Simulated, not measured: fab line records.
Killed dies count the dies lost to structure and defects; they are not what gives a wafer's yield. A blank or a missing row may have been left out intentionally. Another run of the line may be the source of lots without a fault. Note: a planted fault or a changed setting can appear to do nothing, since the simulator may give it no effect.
Struck lot and sound lot, side by side / flow sky130 / 15 out of 708 route steps
Sound: these wafers, L539.1, L539.3, L539.5. Wafers struck: L545.1, L545.2, L545.3. At the end, the cause is stated.
Order at every step that has rows: each side's tool, ch and its chambers, its first start. Under that, the readings that differ: sound wafers / struck wafers / difference of the means / sigmas: that difference in standard deviations of wafers without a fault.
alike: a reading whose means differ by less than 2 such deviations, as well as words and numbers matching on both sides. not compared: withheld readings; readings where some wafer has no value; bounds like >300 that might hide an equal value; numbers whose values overlap and for which the record gives no deviation.
A row with sigmas, a row that says differs or no value, or rows on one side alone: a step with any of these is where the two part. Numbers that have no deviation but don't overlap get no sigmas and don't part them. A reading that every wafer of one side lacks parts them only if that side has two wafers or more.

first, 5 steps without rows for these wafers: SKY_LDD_N_COAT_02 (resist thk 300 nm); SKY_LDD_N_SOFTBAKE_03 (time 60 s); SKY_LDD_N_EXPOSE_04 (exposes mask NTM, target cd 840 nm); SKY_LDD_N_PEB_05; SKY_LDD_N_DEVELOP_06 (develop time 60 s).
SKY_LDD_N_OVL_MEAS_07:
  struck on overlay-01, day 22 14:46; sound on overlay-01, day 20 09:19
  alike: LDD_N_OVL
then, 6 steps without rows for these wafers: SKY_LDD_N_IMPLANT_08; SKY_LDD_N_IMPLANT_09; SKY_LDD_N_IMPLANT_10; SKY_LDD_N_IMPLANT_11; SKY_LDD_N_IMPLANT_12; SKY_LDD_N_IMPLANT_13.
SKY_LDD_N_IMPLANT_14:
  sound on implanter-03 ch 0, day 20 10:16; struck on implanter-02 ch 0, day 22 15:42
reading=dose-ions-cm2; sound=5.003e+12 5e+12 4.999e+12; struck=7.159e+12 7.17e+12 7.162e+12; difference=+2.163e+12; sigmas=+99 or more
reading=faraday-current-uA; sound=26.9 27.5 27.5; struck=41.1 40.4 39.6; difference=+13.1; sigmas=+22
then, 1 step without rows for these wafers: SKY_LDD_N_IMPLANT_15.
-- a jump in the record: the struck wafers' starts before and after are 26 days apart (it breaks off in module LDD_N and resumes in module PAD_OPEN, where the first step shown is number 708 of the route) --
SKY_PAD_OPEN_PROBE_99:
  struck on prober-01, day 48 21:23; sound on prober-01, day 47 11:00
reading=model.etest.tip-n.rs-ohm-sq; sound=433.8 435.9 437.6; struck=441.6 440.5 447; difference=+7.3; sigmas=
reading=model.etest.nfet_01v8_swapped.vt-sat-v (V); sound=0.6391 0.6441 0.6429; struck=0.678 0.6709 0.6835; difference=+0.035; sigmas=
reading=model.etest.nfet_01v8_lvt.vt-v (V); sound=0.6002 0.6014 0.6061; struck=0.6213 0.6158 0.6295; difference=+0.0196; sigmas=
reading=model.etest.nfet_01v8_swapped.vt-v (V); sound=0.6904 0.6978 0.7006; struck=0.7111 0.7022 0.7152; difference=+0.0132; sigmas=
reading=model.etest.nfet_01v8.vt-v (V); sound=0.6906 0.6976 0.7011; struck=0.7099 0.7013 0.7141; difference=+0.0120; sigmas=
  alike: killed_at_M0_to_M3, killed_at_M4_up, killed-at-contacts, killed-at-front-end, killed-at-other, killed-dies, killed-open, killed-short

WHERE THEY PART
At SKY_LDD_N_IMPLANT_14 and nowhere else, as far as this record goes. Later steps at which nothing parts them and some readings are alike: SKY_PAD_OPEN_PROBE_99.

WHY: whatever the simulator had introduced
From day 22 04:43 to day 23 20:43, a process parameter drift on implanter-02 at SKY_LDD_N_IMPLANT_14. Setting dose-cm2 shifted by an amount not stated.
